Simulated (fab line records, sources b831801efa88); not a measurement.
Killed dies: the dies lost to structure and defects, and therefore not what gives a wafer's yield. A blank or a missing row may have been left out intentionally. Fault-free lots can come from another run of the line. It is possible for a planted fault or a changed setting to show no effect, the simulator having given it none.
Matching of chambers || flow gf180mcu || 4 sister chambers for GF_V1_CMP_04 on cmp-02
The step polishes SiO2. 4 wafers are shown with their chamber, then 7 later ones without.

WAFERS, EACH WITH ITS CHAMBER
{"wafer": "L216.1", "chamber": 1, "motor-current-A (A)": 12.1}
{"wafer": "L216.6", "chamber": 2, "motor-current-A (A)": 13.8}
{"wafer": "L223.2", "chamber": 3, "motor-current-A (A)": 13.7}
{"wafer": "L223.4", "chamber": 0, "motor-current-A (A)": 11.1}

WAFERS WITHOUT THEIR CHAMBER
{"wafer": "L223.5", "motor-current-A (A)": 12.2}
{"wafer": "L225.3", "motor-current-A (A)": 11.4}
{"wafer": "L225.5", "motor-current-A (A)": 12.2}
{"wafer": "L225.6", "motor-current-A (A)": 11.8}
{"wafer": "L229.2", "motor-current-A (A)": 13.8}
{"wafer": "L229.4", "motor-current-A (A)": 12.0}
{"wafer": "L229.6", "motor-current-A (A)": 11.7}

THE CHAMBER EACH PASSED THROUGH
{"wafer": "L223.5", "from the rows above": 1, "in truth": 1}
{"wafer": "L225.3", "from the rows above": "can't be placed: 0 or 1", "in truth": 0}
{"wafer": "L225.5", "from the rows above": 1, "in truth": 1}
{"wafer": "L225.6", "from the rows above": "can't be placed: 1 or 0", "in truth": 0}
{"wafer": "L229.2", "from the rows above": "can't be placed: 2 or 3", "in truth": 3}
{"wafer": "L229.4", "from the rows above": 1, "in truth": 1}
{"wafer": "L229.6", "from the rows above": "can't be placed: 1 or 0", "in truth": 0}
3 of 7 placed correctly. Unplaceable from these rows: 4, with the true chamber sitting among the candidates in 4. 0 placed wrongly.
How it was worked out, from the rows above alone: a wafer's distance from a chamber is the root of the sum, over the readings, of the square of ((its reading less the chamber's mean) divided by the reading's scatter). If the next closest chamber is less than 2 further off than the closest, the wafer can't be placed; otherwise it belongs to the closest. A chamber's mean is the mean of its shown wafers. The scatter: with one shown wafer a chamber, the root of the mean of the squares of how far each hidden wafer lies from its nearest shown one.
